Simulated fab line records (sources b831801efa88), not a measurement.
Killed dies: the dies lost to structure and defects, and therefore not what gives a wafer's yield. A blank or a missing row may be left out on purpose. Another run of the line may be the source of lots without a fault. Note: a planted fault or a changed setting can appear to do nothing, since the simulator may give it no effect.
Split-lot trial / flow sky130 / 23 wafers read from 5 lots, route of 708 steps

== ON THE SPLIT ==
At SKY_LOCAL_INTERCONNECT_ETCH_13 (etches BARC in N2/H2, stops on SiO2, time 45.9 s, target depth 60 nm), the setting timeS was moved away from the recipe's 45.9 s on 11 of the 23 wafers read, by -10.6% to +14.6%. This setting was run at the recipe's value on the other wafers.

The reading comes from the split's own step.

== THE READING ==
oesProductAu, in a.u., at SKY_LOCAL_INTERCONNECT_ETCH_13 (etches BARC in N2/H2, stops on SiO2, time 45.9 s, target depth 60 nm). Typical for fault-free wafers on this fab line: 0.854 a.u., with standard deviation 0.0048 a.u.

wafer=L079.1; tool, chamber at the split=rieMetal-01, 1; timeS as run, s=50.48; against the recipe=+10.0%; oesProductAu, a.u.=0.833; against lot-mates on the recipe=-0.016
wafer=L079.2; tool, chamber at the split=rieMetal-01, 0; timeS as run, s=50.48; against the recipe=+10.0%; oesProductAu, a.u.=0.832; against lot-mates on the recipe=-0.017
wafer=L079.3; tool, chamber at the split=rieMetal-01, 1; timeS as run, s=50.48; against the recipe=+10.0%; oesProductAu, a.u.=0.832; against lot-mates on the recipe=-0.017
wafer=L079.4; tool, chamber at the split=rieMetal-01, 0; timeS as run, s=45.9; against the recipe=recipe; oesProductAu, a.u.=0.843; against lot-mates on the recipe=-
wafer=L079.6; tool, chamber at the split=rieMetal-01, 1; timeS as run, s=45.9; against the recipe=recipe; oesProductAu, a.u.=0.855; against lot-mates on the recipe=-
wafer=L080.1; tool, chamber at the split=rieMetal-02, 0; timeS as run, s=45.9; against the recipe=recipe; oesProductAu, a.u.=0.853; against lot-mates on the recipe=-
wafer=L080.2; tool, chamber at the split=rieMetal-02, 1; timeS as run, s=45.9; against the recipe=recipe; oesProductAu, a.u.=0.861; against lot-mates on the recipe=-
wafer=L080.4; tool, chamber at the split=rieMetal-02, 1; timeS as run, s=52.59; against the recipe=+14.6%; oesProductAu, a.u.=0.832; against lot-mates on the recipe=-0.025
wafer=L080.5; tool, chamber at the split=rieMetal-02, 1; timeS as run, s=52.59; against the recipe=+14.6%; oesProductAu, a.u.=0.827; against lot-mates on the recipe=-0.030
wafer=L080.6; tool, chamber at the split=rieMetal-02, 0; timeS as run, s=52.59; against the recipe=+14.6%; oesProductAu, a.u.=0.830; against lot-mates on the recipe=-0.027
wafer=L081.1; tool, chamber at the split=rieMetal-03, 1; timeS as run, s=45.9; against the recipe=recipe; oesProductAu, a.u.=0.850; against lot-mates on the recipe=-
wafer=L081.2; tool, chamber at the split=rieMetal-03, 0; timeS as run, s=45.9; against the recipe=recipe; oesProductAu, a.u.=0.862; against lot-mates on the recipe=-
wafer=L081.3; tool, chamber at the split=rieMetal-03, 1; timeS as run, s=45.9; against the recipe=recipe; oesProductAu, a.u.=0.848; against lot-mates on the recipe=-
wafer=L084.2; tool, chamber at the split=rieMetal-01, 0; timeS as run, s=45.9; against the recipe=recipe; oesProductAu, a.u.=0.853; against lot-mates on the recipe=-
wafer=L084.3; tool, chamber at the split=rieMetal-01, 1; timeS as run, s=45.9; against the recipe=recipe; oesProductAu, a.u.=0.859; against lot-mates on the recipe=-
wafer=L084.4; tool, chamber at the split=rieMetal-01, 0; timeS as run, s=41.04; against the recipe=-10.6%; oesProductAu, a.u.=0.913; against lot-mates on the recipe=+0.057
wafer=L084.5; tool, chamber at the split=rieMetal-01, 1; timeS as run, s=41.04; against the recipe=-10.6%; oesProductAu, a.u.=0.917; against lot-mates on the recipe=+0.061
wafer=L084.6; tool, chamber at the split=rieMetal-01, 0; timeS as run, s=41.04; against the recipe=-10.6%; oesProductAu, a.u.=0.915; against lot-mates on the recipe=+0.059
wafer=L085.1; tool, chamber at the split=rieMetal-02, 1; timeS as run, s=45.9; against the recipe=recipe; oesProductAu, a.u.=0.855; against lot-mates on the recipe=-
wafer=L085.2; tool, chamber at the split=rieMetal-02, 0; timeS as run, s=45.9; against the recipe=recipe; oesProductAu, a.u.=0.862; against lot-mates on the recipe=-
wafer=L085.3; tool, chamber at the split=rieMetal-02, 0; timeS as run, s=41.78; against the recipe=-9.0%; oesProductAu, a.u.=0.901; against lot-mates on the recipe=+0.047
wafer=L085.5; tool, chamber at the split=rieMetal-02, 1; timeS as run, s=41.78; against the recipe=-9.0%; oesProductAu, a.u.=0.901; against lot-mates on the recipe=+0.047
wafer=L085.6; tool, chamber at the split=rieMetal-02, 0; timeS as run, s=45.9; against the recipe=recipe; oesProductAu, a.u.=0.846; against lot-mates on the recipe=-

FIT RESULTS
A straight line over all 23 wafers: oesProductAu changes by -0.00329 a.u. for each +1% of timeS; r = -0.91; the points scatter about the line by 0.012 a.u.
The same after taking each lot's own level away (the mean of its wafers on the recipe; 23 wafers): -0.00323 a.u. for each +1%; r = -0.92; scatter 0.011 a.u.
On that fit, the largest move of timeS shifts the reading by 0.047 a.u.
The span of the lots' own levels, 0.8490 to 0.8570 a.u., comes to 1.7 times the standard deviation stated above.
The two slopes agree, so the slope changes little with the lot-to-lot level.
Check: with one of the wafers moved furthest among these (+14.6%) left out of the fit, the line predicts -0.0404 a.u. for it against its lot-mates. It came out at -0.025 a.u. against them.
Tool readings at the split's step, against how far the setting was moved: oesProductAu r = -0.91.

== THE WHOLE CHAIN: every reading that the file lists as answering this split, in the file's order ==
step=SKY_LOCAL_INTERCONNECT_ETCH_13; what it does=etches BARC in N2/H2, stops on SiO2, time 45.9 s, target depth 60 nm; reading=oesProductAu; change (the file's fit)=-0.00319 a.u. for each +1% of the setting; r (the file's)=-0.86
step=SKY_LOCAL_INTERCONNECT_ETCH_13; what it does=etches BARC in N2/H2, stops on SiO2, time 45.9 s, target depth 60 nm; reading=KrF-thick_of_LOCAL_INTERCONNECT_COAT_06.thkNm (the simulator's own value, which no gauge read); change (the file's fit)=-0.46 nm for each +1% of the setting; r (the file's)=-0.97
step=SKY_LOCAL_INTERCONNECT_METAL_ETCH_14; what it does=etches TiN in Cl2/BCl3, stops on PSG, target depth 110 nm, time 31.4 s; reading=KrF-thick_of_LOCAL_INTERCONNECT_COAT_06.thkNm (the simulator's own value, which no gauge read); change (the file's fit)=-0.474 nm for each +1% of the setting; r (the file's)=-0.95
step=SKY_LOCAL_INTERCONNECT_STRIP_15; what it does=strips in O2/N2; reading=stripTimeToEndpointS; change (the file's fit)=withheld for each +1% of the setting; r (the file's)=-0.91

== THE FILE'S OWN FIT ==
oesProductAu changes by -0.00319 a.u. for each +1% of timeS, r = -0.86.
